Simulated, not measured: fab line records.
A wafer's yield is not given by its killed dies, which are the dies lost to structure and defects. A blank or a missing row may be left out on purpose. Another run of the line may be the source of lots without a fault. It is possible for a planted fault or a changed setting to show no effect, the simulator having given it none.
fab line records ; flow sky130
record: lots: 5; wafers: 15; last_day: 50
route steps=708 shown VIA2@516 METAL3@532 PAD_OPEN@708
lots untouched by any fault: they come from a run of this same line in which no faults occurred
start_h: start of the lot's first displayed wafer, in hours after the record's first day ; wait_h: hours elapsed since this lot's preceding step ; " repeats the value in the row above ; L1.1+2: several wafers, shown together as one row ; - value missing, or start not given ; * or withheld: withheld ; < > ~ a bound
route shown NAME@n: names a module that has steps shown in the file, with the first one's number in the route ; usual: mean and standard deviation over wafers with no fault ; same: alike in all rows ; chamber/n: place in a boat ; sites: each site's reading ; _std_site: the values' standard deviation ; _edge_site: the outer-site mean with the inner-site mean subtracted ; radius_mm: how far each site lies from the wafer's centre ; mask NAME#n: copy n ; behind: the most recent tool/chamber to have shaped the wafer ; hold: why the lot was held/for how many hours/how that ended ; device: the n, p or np transistor that did not switch ; end of line: tests of these same wafers at the route's end ; step lacking rows: just its recipe ; killed: at the first sort, the dies lost to defects and structure; wafer yield is something else ; map: a wafer's dies, marking killed ones x, the rest . and places with no die _
set.NAME: the run value of the setting; set.NAME@STEP: its run value at that earlier step ; model.NAME: the simulator's own value behind a step, which no gauge read
certain route steps with their lots: each step a table, each wafer a row
services: from which hour (start_h, from the record's first day; less than 0 if before it) a tool's chamber was out of use, for how many hours, and why
== steps ==
step: SKY_VIA2_EXPOSE_09
recipe: mask_id: VIM2; na: 0.8; source_shape: annular; sigma_inner: 0.55; sigma_outer: 0.85; target_cd_nm: 200; dose_mj: 38
step: SKY_VIA2_PEB_10
recipe: peb_temp_c: withheld; peb_time_s: withheld; resist: KrF-thick
step: SKY_VIA2_DEVELOP_11
recipe: develop_time_s: 60; resist: KrF-thick; dev_temp_c: 21
step: SKY_VIA2_CD_MEAS_12
recipe: target_cd_nm: 200
usual: cd_nm: 200.0/1.5
lot.wafer;tool;chamber;start_h;wait_h;cd_nm
L108.3;cd_sem-01;-;857.23;-;199.7
L108.4;cd_sem-01;-;857.23;-;198.5
L108.6;cd_sem-01;-;857.23;-;199.1
L116.1;cd_sem-02;-;908.56;-;200.0
L116.2;cd_sem-02;-;908.56;-;198.1
L116.5;cd_sem-02;-;908.56;-;198.3
L119.1;cd_sem-01;-;924.99;-;198.4
L119.2;cd_sem-01;-;924.99;-;197.9
L119.3;cd_sem-01;-;924.99;-;199.3
L122.2;cd_sem-01;-;957.56;-;199.7
L122.4;cd_sem-01;-;957.56;-;200.8
L122.6;cd_sem-01;-;957.56;-;199.5
L131.4;cd_sem-02;-;1005.15;-;199.9
L131.5;cd_sem-02;-;1005.15;-;199.3
L131.6;cd_sem-02;-;1005.15;-;199.0
step: SKY_VIA2_OVL_MEAS_13
usual: VIA2_OVL: 0/6.2
lot.wafer;tool;chamber;start_h;wait_h;VIA2_OVL[nm]
L108.3;overlay-02;-;857.32;0.1;-1
L108.4;overlay-02;-;857.32;0.1;-2
L108.6;overlay-02;-;857.32;0.1;-1
L116.1;overlay-01;-;908.68;0.1;6
L116.2;overlay-01;-;908.68;0.1;8
L116.5;overlay-01;-;908.68;0.1;3
L119.1;overlay-02;-;925.11;0.1;-4
L119.2;overlay-02;-;925.11;0.1;-13
L119.3;overlay-02;-;925.11;0.1;-2
L122.2;overlay-02;-;957.67;0.1;-2
L122.4;overlay-02;-;957.67;0.1;-7
L122.6;overlay-02;-;957.67;0.1;-3
L131.4;overlay-02;-;1005.23;0.1;-5
L131.5;overlay-02;-;1005.23;0.1;-6
L131.6;overlay-02;-;1005.23;0.1;2
step: SKY_VIA2_ETCH_14
recipe: chemistry: N2/H2; target: BARC; ion_energy_ev: 200; source_w: 500; bias_w: 100; pressure_mtorr: 30; n2_flow_sccm: 100; h2_flow_sccm: 200; stop_on: SiO2; time_s: 45.9; target_depth_a: 600
usual: drypump_motor_current_A: 5.6/0.48; oes_product_au: 0.854/0.0042; throttle_valve_pct: 13.225/0.0083
lot.wafer;tool;chamber;start_h;wait_h;drypump_motor_current_A;oes_product_au;rf_hours_counter_h;throttle_valve_pct
L108.3;rie_diel-02;1;857.34;0.0;6.2;0.846;10;13.218
L108.4;rie_diel-02;2;857.34;0.0;5.8;0.859;20;13.241
L108.6;rie_diel-02;3;857.34;0.0;5.4;0.858;-;13.223
L116.1;rie_diel-04;1;908.72;0.0;4.9;0.856;20;13.222
L116.2;rie_diel-04;3;908.72;0.0;5.8;0.851;27;13.232
L116.5;rie_diel-04;1;908.72;0.0;4.9;0.860;-;13.227
L119.1;rie_diel-04;1;925.14;0.0;4.9;0.852;20;13.226
L119.2;rie_diel-04;0;925.14;0.0;5.6;0.853;14;13.219
L119.3;rie_diel-04;2;925.14;0.0;4.7;0.855;14;13.226
L122.2;rie_diel-04;0;957.70;0.0;5.5;0.850;15;13.215
L122.4;rie_diel-04;2;957.70;0.0;4.8;0.860;-;13.215
L122.6;rie_diel-04;0;957.70;0.0;5.6;0.854;-;13.215
L131.4;rie_diel-02;2;1005.25;0.0;5.8;0.848;25;13.225
L131.5;rie_diel-02;3;1005.25;0.0;5.4;0.852;-;13.229
L131.6;rie_diel-02;2;1005.25;0.0;5.8;0.853;-;13.223
step: SKY_VIA2_ETCH_15
recipe: target: SiO2; chemistry: C4F8/O2/Ar; target_depth_nm: 546; stop_on: TiN; mask_material: KrF-thick; source_w: 1485; bias_w: 1200; pressure_mtorr: 40; c4f8_flow_sccm: withheld; O2_flow_sccm: 6; Ar_flow_sccm: 300; time_s: 84
usual: oes_product_au: 0.939/0.0044
lot.wafer;tool;chamber;start_h;wait_h;oes_product_au;rf_hours_counter_h
L108.3;rie_diel-02;1;857.39;0.0;0.936;10
L108.4;rie_diel-02;2;857.39;0.0;0.945;20
L108.6;rie_diel-02;3;857.39;0.0;0.944;-
L116.1;rie_diel-04;1;908.76;0.0;0.939;20
L116.2;rie_diel-04;3;908.76;0.0;0.934;27
L116.5;rie_diel-04;1;908.76;0.0;0.932;-
L119.1;rie_diel-04;1;925.19;0.0;0.926;20
L119.2;rie_diel-04;0;925.19;0.0;0.937;14
L119.3;rie_diel-04;2;925.19;0.0;0.948;14
L122.2;rie_diel-04;0;957.74;0.0;0.935;15
L122.4;rie_diel-04;2;957.74;0.0;0.938;-
L122.6;rie_diel-04;0;957.74;0.0;0.945;-
L131.4;rie_diel-02;2;1005.29;0.0;0.941;25
L131.5;rie_diel-02;3;1005.29;0.0;0.933;-
L131.6;rie_diel-02;2;1005.29;0.0;0.934;-
step: SKY_VIA2_STRIP_16
recipe: chemistry: O2/N2; power_w: 1400; pressure_mtorr: 1500; platen_temp_c: withheld; o2_flow_sccm: 3000; n2_flow_sccm: 300; overash_fraction: 0.5
usual: drypump_motor_current_A: 5.90/0.26; oes_product_au: 0.399/0.0049; strip_time_to_endpoint_s: 4.068/0.03
lot.wafer;tool;chamber;start_h;wait_h;drypump_motor_current_A;oes_product_au;rf_hours_counter_h;strip_time_to_endpoint_s
L108.3;plasma_asher-04;1;857.48;0.1;5.97;0.397;-;4.112
L108.4;plasma_asher-04;0;857.48;0.1;6.06;0.404;-;4.108
L108.6;plasma_asher-04;0;857.48;0.1;6.07;0.399;-;4.068
L116.1;plasma_asher-04;1;908.82;0.0;6.00;0.392;111;4.039
L116.2;plasma_asher-04;0;908.82;0.0;6.08;0.393;111;4.051
L116.5;plasma_asher-04;0;908.82;0.0;6.07;0.396;-;4.032
L119.1;plasma_asher-02;1;925.25;0.0;5.53;0.397;19;4.074
L119.2;plasma_asher-02;0;925.25;0.0;6.37;0.395;19;4.068
L119.3;plasma_asher-02;0;925.25;0.0;6.37;0.400;-;4.031
L122.2;plasma_asher-02;1;957.80;0.0;5.54;0.405;22;4.078
L122.4;plasma_asher-02;1;957.80;0.0;5.53;0.401;-;4.075
L122.6;plasma_asher-02;0;957.80;0.0;6.38;0.400;-;4.079
L131.4;plasma_asher-02;1;1005.38;0.1;5.53;0.404;-;4.072
L131.5;plasma_asher-02;0;1005.38;0.1;6.38;0.413;-;4.028
L131.6;plasma_asher-02;1;1005.38;0.1;5.54;0.401;-;4.057
step: SKY_VIA2_STRIP_17
recipe: chemistry: post_etch_residue_remover; time_s: 1200; temp_c: 72.5
step: SKY_VIA2_CLEAN_18
recipe: chemistry: IPA; time_s: 180; temp_c: 25
step: SKY_VIA2_CLEAN_19
recipe: chemistry: O3/DIW; dry: n2_spin
step: SKY_VIA2_SPUTTER_20
recipe: material: TiN; target_thk_nm: 20; chamber_pressure_pa: 5; power_w: 4000; time_s: 80
usual: throttle_valve_pct: 30.2/1.2
lot.wafer;tool;chamber;start_h;wait_h;throttle_valve_pct
L108.3;pvd_sputter-03;-;858.17;0.0;28.5
L108.4;pvd_sputter-03;-;858.17;0.0;31.1
L108.6;pvd_sputter-03;-;858.17;0.0;30.8
L116.1;pvd_sputter-02;-;909.42;0.0;29.5
L116.2;pvd_sputter-02;-;909.42;0.0;28.7
L116.5;pvd_sputter-02;-;909.42;0.0;29.2
L119.1;pvd_sputter-03;-;925.84;0.0;31.1
L119.2;pvd_sputter-03;-;925.84;0.0;31.3
L119.3;pvd_sputter-03;-;925.84;0.0;28.2
L122.2;pvd_sputter-03;-;958.39;0.0;31.2
L122.4;pvd_sputter-03;-;958.39;0.0;30.9
L122.6;pvd_sputter-03;-;958.39;0.0;28.3
L131.4;pvd_sputter-03;-;1005.95;0.0;28.5
L131.5;pvd_sputter-03;-;1005.95;0.0;31.0
L131.6;pvd_sputter-03;-;1005.95;0.0;30.0
step: SKY_VIA2_CVD_21
recipe: material: W; target_thk_nm: 420; time_s: 126.4; temp_c: 400; pressure_torr: 40
usual: chamber_pressure_Torr: 40.01/0.091; heater_power_w: 869/69
lot.wafer;tool;chamber;start_h;wait_h;chamber_pressure_Torr;heater_power_w;model.W_of_VIA2_CVD_21.thk_nm
L108.3;cvd_w-01;1;858.27;0.1;39.83;876;420.6
L108.4;cvd_w-01;0;858.27;0.1;39.93;861;414.1
L108.6;cvd_w-01;1;858.27;0.1;39.93;899;419.9
L116.1;cvd_w-01;1;909.48;0.0;40.13;920;429.3
L116.2;cvd_w-01;0;909.48;0.0;40.04;876;423.5
L116.5;cvd_w-01;1;909.48;0.0;40.11;888;430.7
L119.1;cvd_w-01;0;925.90;0.0;40.00;900;411.6
L119.2;cvd_w-01;1;925.90;0.0;40.01;904;421.4
L119.3;cvd_w-01;0;925.90;0.0;40.01;879;409.1
L122.2;cvd_w-01;1;958.45;0.0;40.00;907;429
L122.4;cvd_w-01;0;958.45;0.0;51.68;895;480.1
L122.6;cvd_w-01;0;958.45;0.0;51.62;905;479.3
L131.4;cvd_w-02;0;1006.05;0.1;39.91;903;423.7
L131.5;cvd_w-02;0;1006.05;0.1;40.00;924;429.1
L131.6;cvd_w-02;1;1006.05;0.1;40.09;764;427.6
step: SKY_VIA2_RS_MEAS_22
recipe: thk_meas_gauge: four-point-probe; reads: W_of_VIA2_CVD_21+TiN_of_VIA2_SPUTTER_20
usual: VIA2_W_RS: 0.272/0.0032
lot.wafer;tool;chamber;start_h;wait_h;hold;VIA2_W_RS[ohm/sq]
L108.3;film_metro-02;-;858.40;0.1;-;0.272
L108.4;film_metro-02;-;858.40;0.1;-;0.276
L108.6;film_metro-02;-;858.40;0.1;-;0.273
L116.1;film_metro-03;-;909.61;0.1;-;0.267
L116.2;film_metro-03;-;909.61;0.1;-;0.270
L116.5;film_metro-03;-;909.61;0.1;-;0.266
L119.1;film_metro-03;-;926.03;0.1;-;0.279
L119.2;film_metro-03;-;926.03;0.1;-;0.272
L119.3;film_metro-03;-;926.03;0.1;-;0.280
L122.2;film_metro-04;-;958.60;0.1;await_dispo/0.2h/release;0.267
L122.4;film_metro-04;-;958.60;0.1;await_dispo/0.2h/release;0.238
L122.6;film_metro-04;-;958.60;0.1;await_dispo/0.2h/release;0.239
L122.2;film_metro-04;-;958.89;0.3;-;0.268
L122.4;film_metro-04;-;958.89;0.3;-;0.239
L122.6;film_metro-04;-;958.89;0.3;-;0.239
L131.4;film_metro-03;-;1006.20;0.1;-;0.271
L131.5;film_metro-03;-;1006.20;0.1;-;0.266
L131.6;film_metro-03;-;1006.20;0.1;-;0.268
step: SKY_VIA2_THK_MEAS_23
recipe: thk_meas_gauge: xrf; reads: W_of_VIA2_CVD_21
usual: VIA2_W_THK: 439/7.1
lot.wafer;tool;chamber;start_h;wait_h;hold;VIA2_W_THK[nm]
L108.3;film_metro-02;-;858.50;0.1;-;445
L108.4;film_metro-02;-;858.50;0.1;-;437
L108.6;film_metro-02;-;858.50;0.1;-;442
L116.1;film_metro-03;-;909.73;0.1;-;448
L116.2;film_metro-03;-;909.73;0.1;-;446
L116.5;film_metro-03;-;909.73;0.1;-;450
L119.1;film_metro-03;-;926.15;0.1;-;428
L119.2;film_metro-03;-;926.15;0.1;-;438
L119.3;film_metro-03;-;926.15;0.1;-;423
L122.2;film_metro-04;-;959.48;0.6;await_dispo/0.2h/release;446
L122.4;film_metro-04;-;959.48;0.6;await_dispo/0.2h/release;497
L122.6;film_metro-04;-;959.48;0.6;await_dispo/0.2h/release;497
L122.2;film_metro-04;-;959.77;0.3;-;442
L122.4;film_metro-04;-;959.77;0.3;-;498
L122.6;film_metro-04;-;959.77;0.3;-;499
L131.4;film_metro-03;-;1006.29;0.1;-;451
L131.5;film_metro-03;-;1006.29;0.1;-;456
L131.6;film_metro-03;-;1006.29;0.1;-;451
step: SKY_VIA2_CMP_24
recipe: stop_on: SiO2; t_overpolish_s: 20; down_force_psi: 3.5; platen_rpm: 60; target_thk_nm: 0; pad_velocity_m_s: 0.94248
usual: edge_zone_pressure_frac: 1.000/0.005; motor_current_A: 11.1/1.4; time_to_endpoint_s: 100/4.6
lot.wafer;tool;chamber;start_h;wait_h;hold;edge_zone_pressure_frac;motor_current_A;time_to_endpoint_s
L108.3;cmp-02;1;858.59;0.1;-;1.000;13.1;106
L108.4;cmp-02;3;858.59;0.1;-;0.995;9.8;104
L108.6;cmp-02;1;858.59;0.1;-;0.996;13.9;104
L116.1;cmp-02;1;909.84;0.1;-;1.002;12.4;105
L116.2;cmp-02;3;909.84;0.1;-;0.997;10.1;108
L116.5;cmp-02;0;909.84;0.1;-;0.993;9.7;102
L119.2;cmp-02;3;926.21;0.0;-;1.009;10.3;101
L119.3;cmp-02;0;926.21;0.0;-;0.999;10.0;99
L119.1;cmp-02;2;926.21;0.0;-;1.002;12.0;101
L122.2;cmp-02;0;961.03;1.3;await_dispo/1.0h/release;1.002;10.0;97
L122.4;cmp-02;1;961.03;1.3;await_dispo/1.0h/release;1.004;12.4;115
L122.6;cmp-02;1;961.03;1.3;await_dispo/1.0h/release;0.997;12.6;110
L131.4;cmp-01;1;1006.37;0.1;-;1.001;10.9;100
L131.6;cmp-01;0;1006.37;0.1;-;1.008;11.5;95
L131.5;cmp-01;1;1006.37;0.1;-;0.996;11.0;98
step: SKY_METAL3_SPUTTER_00
recipe: material: Ti; target_thk_nm: 15; power_w: 3000; time_s: 10; chamber_pressure_pa: 0.4
usual: throttle_valve_pct: 30.3/1.1
lot.wafer;tool;chamber;start_h;wait_h;throttle_valve_pct
L108.3;pvd_sputter-01;-;858.84;0.2;29.9
L108.4;pvd_sputter-01;-;858.84;0.2;29.9
L108.6;pvd_sputter-01;-;858.84;0.2;30.3
L116.1;pvd_sputter-01;-;910.09;0.2;30.6
L116.2;pvd_sputter-01;-;910.09;0.2;29.8
L116.5;pvd_sputter-01;-;910.09;0.2;29.1
L119.1;pvd_sputter-01;-;926.51;0.1;30.2
L119.2;pvd_sputter-01;-;926.51;0.1;29.0
L119.3;pvd_sputter-01;-;926.51;0.1;29.4
L122.2;pvd_sputter-04;-;961.33;0.2;30.4
L122.4;pvd_sputter-04;-;961.33;0.2;31.2
L122.6;pvd_sputter-04;-;961.33;0.2;30.5
L131.4;pvd_sputter-04;-;1006.62;0.2;30.5
L131.5;pvd_sputter-04;-;1006.62;0.2;30.3
L131.6;pvd_sputter-04;-;1006.62;0.2;30.3
step: SKY_PAD_OPEN_PROBE_99
usual: defect_limited_yield: 82.5/2; killed_at_M0_to_M3: 43/7.6; killed_at_M4_up: 2.8/1.9; killed_at_contacts: 24/4.7; killed_at_front_end: 16/4.4; killed_at_other: 0.2/0.4; killed_dies: 86/9.9; killed_open: 47/8.2; killed_short: 39/6.3; sort_bin_3_pad_short: 0.8/0.42; sort_bin_5_function: 10.4/1.5; sort_bin_6_memory: 6.2/1.2; sort_n_pass: 406/9.9; sort_yield_pct: 82.5/2
same: gross_dies: 492; killed_at_back_side: 0; sort_bin_4_leakage[%]: 0; sort_bin_8_speed[%]: 0
lot.wafer;tool;chamber;start_h;wait_h;defect_limited_yield[%];killed_at_M0_to_M3;killed_at_M4_up;killed_at_contacts;killed_at_front_end;killed_at_other;killed_dies;killed_open;killed_short;sort_bin_3_pad_short[%];sort_bin_5_function[%];sort_bin_6_memory[%];sort_n_pass;sort_yield_pct[%]
L108.3;prober-02;-;1084.58;0.2;82.1;38;5;26;19;0;88;45;43;1.2;10.2;6.5;404;82.1
L108.4;prober-02;-;1084.63;0.2;78.3;49;2;37;19;0;107;58;49;0.2;14.8;6.7;385;78.3
L108.6;prober-02;-;1084.73;0.2;82.3;45;3;15;24;0;87;46;41;0.8;10.2;6.7;405;82.3
L116.1;prober-01;-;1125.23;0.1;85.4;37;1;21;13;0;72;38;34;1.0;9.3;4.3;420;85.4
L116.2;prober-01;-;1125.28;0.1;84.3;44;1;23;9;0;77;44;33;0.6;9.8;5.3;415;84.3
L116.5;prober-01;-;1125.43;0.2;82.1;47;3;17;21;0;88;46;42;1.0;10.4;6.5;404;82.1
L119.1;prober-02;-;1138.53;0.1;81.1;52;4;18;18;1;93;46;47;1.2;10.6;7.1;399;81.1
L119.2;prober-02;-;1138.58;0.1;84.3;41;0;20;16;0;77;41;36;1.0;9.8;4.9;415;84.3
L119.3;prober-02;-;1138.63;0.2;81.9;39;3;28;19;0;89;46;43;0.6;11.2;6.3;403;81.9
L122.2;prober-01;-;1162.93;0.1;80.5;49;1;30;16;0;96;51;45;1.0;12.6;5.9;396;80.5
L122.4;prober-01;-;1163.03;0.2;82.5;37;9;23;17;0;86;47;39;1.2;10.2;6.1;406;82.5
L122.6;prober-01;-;1163.13;0.2;83.1;38;1;26;18;0;83;41;42;1.2;10.2;5.5;409;83.1
L131.4;prober-02;-;1197.18;0.2;80.5;44;2;32;17;1;96;47;49;1.8;11.0;6.7;396;80.5
L131.5;prober-02;-;1197.23;0.2;81.1;50;1;29;13;0;93;48;45;0.6;10.8;7.5;399;81.1
L131.6;prober-02;-;1197.28;0.2;83.5;43;1;17;20;0;81;48;33;0.8;11.2;4.5;411;83.5
killed by level:class
L108.3 VIA1:geometric_particle:open=11 LI_CONTACT:geometric_particle:open=9 METAL2:geometric_particle:short=7 POLY_GATE:geometric_particle:open=7 METAL1:geometric_particle:short=7 LOCAL_INTERCONNECT:geometric_particle:short=6 METAL4:geometric_particle:short=5 FIELD_ISO:geometric_particle:short=4
L108.4 VIA1:geometric_particle:open=14 CONTACT:geometric_particle:open=10 LI_CONTACT:geometric_particle:open=9 METAL1:geometric_particle:short=8 FIELD_ISO:geometric_particle:short=7 VIA1:geometric_particle:short=7 CONTACT:geometric_particle:short=7 VIA2:geometric_particle:open=6
L108.6 VIA3:geometric_particle:open=11 METAL1:geometric_particle:short=10 LI_CONTACT:geometric_particle:open=10 FIELD_ISO:geometric_particle:open=7 FIELD_ISO:geometric_particle:short=6 VIA1:geometric_particle:short=5 VIA2:geometric_particle:open=5 POLY_GATE:geometric_particle:short=4
L116.1 CONTACT:geometric_particle:open=9 METAL2:geometric_particle:short=8 VIA2:geometric_particle:open=7 VIA1:geometric_particle:open=5 FIELD_ISO:geometric_particle:open=4 FIELD_ISO:geometric_particle:short=4 LOCAL_INTERCONNECT:geometric_particle:short=4 CONTACT:geometric_particle:short=4
L116.2 VIA3:geometric_particle:open=11 VIA1:geometric_particle:open=9 CONTACT:geometric_particle:open=8 LI_CONTACT:geometric_particle:open=7 METAL1:geometric_particle:short=7 CONTACT:geometric_particle:short=5 VIA1:geometric_particle:short=4 METAL3:geometric_particle:short=4
L116.5 VIA1:geometric_particle:open=10 VIA2:geometric_particle:open=9 METAL2:geometric_particle:short=8 CONTACT:geometric_particle:short=6 CONTACT:geometric_particle:open=6 FIELD_ISO:geometric_particle:open=5 VIA1:geometric_particle:short=4 SPACER:geometric_particle:open=4
L119.1 FIELD_ISO:geometric_particle:short=9 VIA2:geometric_particle:open=9 CONTACT:geometric_particle:open=9 METAL3:geometric_particle:short=9 VIA1:geometric_particle:open=8 METAL1:geometric_particle:short=6 VIA3:geometric_particle:open=6 LI_CONTACT:geometric_particle:open=5
L119.2 CONTACT:geometric_particle:open=9 METAL1:geometric_particle:short=9 VIA2:geometric_particle:open=8 METAL2:geometric_particle:short=7 LI_CONTACT:geometric_particle:open=6 FIELD_ISO:geometric_particle:open=5 VIA3:geometric_particle:open=5 FIELD_ISO:geometric_particle:short=3
L119.3 CONTACT:geometric_particle:open=9 POLY_GATE:geometric_particle:open=8 CONTACT:geometric_particle:short=7 VIA2:geometric_particle:open=7 METAL2:geometric_particle:short=7 LOCAL_INTERCONNECT:geometric_particle:short=6 VIA1:geometric_particle:open=5 METAL3:geometric_particle:short=5
L122.2 LI_CONTACT:geometric_particle:open=10 VIA1:geometric_particle:open=9 VIA1:geometric_particle:short=8 CONTACT:geometric_particle:open=7 METAL1:geometric_particle:short=7 VIA2:geometric_particle:open=7 LOCAL_INTERCONNECT:geometric_particle:short=6 VIA3:geometric_particle:open=6
L122.4 CONTACT:geometric_particle:open=8 FIELD_ISO:geometric_particle:short=7 METAL4:geometric_particle:short=7 VIA1:geometric_particle:open=7 LI_CONTACT:geometric_particle:open=6 VIA1:geometric_particle:short=6 VIA2:geometric_particle:open=6 POLY_GATE:geometric_particle:open=5
L122.6 CONTACT:geometric_particle:open=10 CONTACT:geometric_particle:short=8 VIA2:geometric_particle:open=8 VIA1:geometric_particle:open=6 FIELD_ISO:geometric_particle:open=5 VIA1:geometric_particle:short=5 FIELD_ISO:geometric_particle:short=4 LI_CONTACT:geometric_particle:open=4
L131.4 CONTACT:geometric_particle:open=9 METAL1:geometric_particle:short=9 LI_CONTACT:geometric_particle:open=8 VIA1:geometric_particle:open=8 CONTACT:geometric_particle:short=7 FIELD_ISO:geometric_particle:open=5 VIA3:geometric_particle:short=5 VIA3:geometric_particle:open=5
L131.5 CONTACT:geometric_particle:open=11 VIA1:geometric_particle:open=10 METAL2:geometric_particle:short=9 CONTACT:geometric_particle:short=8 VIA3:geometric_particle:open=7 LOCAL_INTERCONNECT:geometric_particle:short=5 VIA1:geometric_particle:short=5 FIELD_ISO:geometric_particle:open=4
L131.6 VIA2:geometric_particle:open=9 VIA3:geometric_particle:open=8 VIA1:geometric_particle:open=7 FIELD_ISO:geometric_particle:short=6 CONTACT:geometric_particle:open=6 METAL2:geometric_particle:short=5 POLY_GATE:geometric_particle:short=4 LI_CONTACT:geometric_particle:open=4
== services ==
tool;chamber;start_h;hours;kind
cvd_w-02;0;833.95;2.4;repair
cmp-02;-;834.68;5.2;pm
cvd_w-01;1;836.17;11.6;repair
pvd_sputter-01;-;836.26;3.3;repair
pvd_sputter-01;-;844.10;0.7;repair
cmp-02;-;850.21;0.8;repair
rie_diel-02;-;853.64;2.8;pm
cvd_w-02;0;858.61;23.4;repair
cvd_w-02;1;863.90;10.8;repair
cmp-02;-;887.40;0.2;repair
cvd_w-01;-;899.84;1.4;repair
rie_diel-02;-;903.82;2.1;repair
cvd_w-02;-;904.00;14.0;pm
plasma_asher-04;-;912.02;0.9;repair
cmp-02;-;912.48;4.0;pm
rie_diel-04;-;919.24;2.1;repair
cmp-01;-;924.23;5.0;repair
rie_diel-02;0;934.14;39.1;repair
rie_diel-04;-;945.37;2.0;repair
rie_diel-04;3;953.56;3.6;repair
rie_diel-04;1;965.21;6.9;repair
cmp-02;-;981.41;1.8;repair
pvd_sputter-01;-;988.23;4.8;repair
rie_diel-02;-;994.70;0.5;repair
== key ==
first_sign: step: SKY_VIA2_CVD_21; reading: chamber_pressure_Torr; direction: up; sigmas: 99+; usual: 40.01; struck: 51.65
effect: step: SKY_VIA2_RS_MEAS_22; reading: visit; direction: added
effect: step: SKY_VIA2_RS_MEAS_22; reading: VIA2_W_RS; direction: down; sigmas: 10; usual: 0.272; struck: 0.238
effect: step: SKY_VIA2_THK_MEAS_23; reading: visit; direction: added
effect: step: SKY_VIA2_THK_MEAS_23; reading: VIA2_W_THK; direction: up; sigmas: 8.2; usual: 439; struck: 497
effect: step: SKY_VIA2_CMP_24; reading: time_to_endpoint_s; direction: up; sigmas: 2.8; usual: *; struck: *
model_effect: step: SKY_VIA2_CVD_21; value: W_of_VIA2_CVD_21.thk_nm; without: 422.3; struck: 479.7
met_at SKY_VIA2_CVD_21
struck_wafers L122.4,L122.6
onset_between 925.90 958.45
fault: kind: process_parameter_drift; tool: cvd_w-01; chamber: 0; onset_h: 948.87; steps: SKY_VIA2_CVD_21; channel: pressure_torr; offset: 11.684; shape: step; end_h: 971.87; acts_in: these_recipes_only; stated: 40
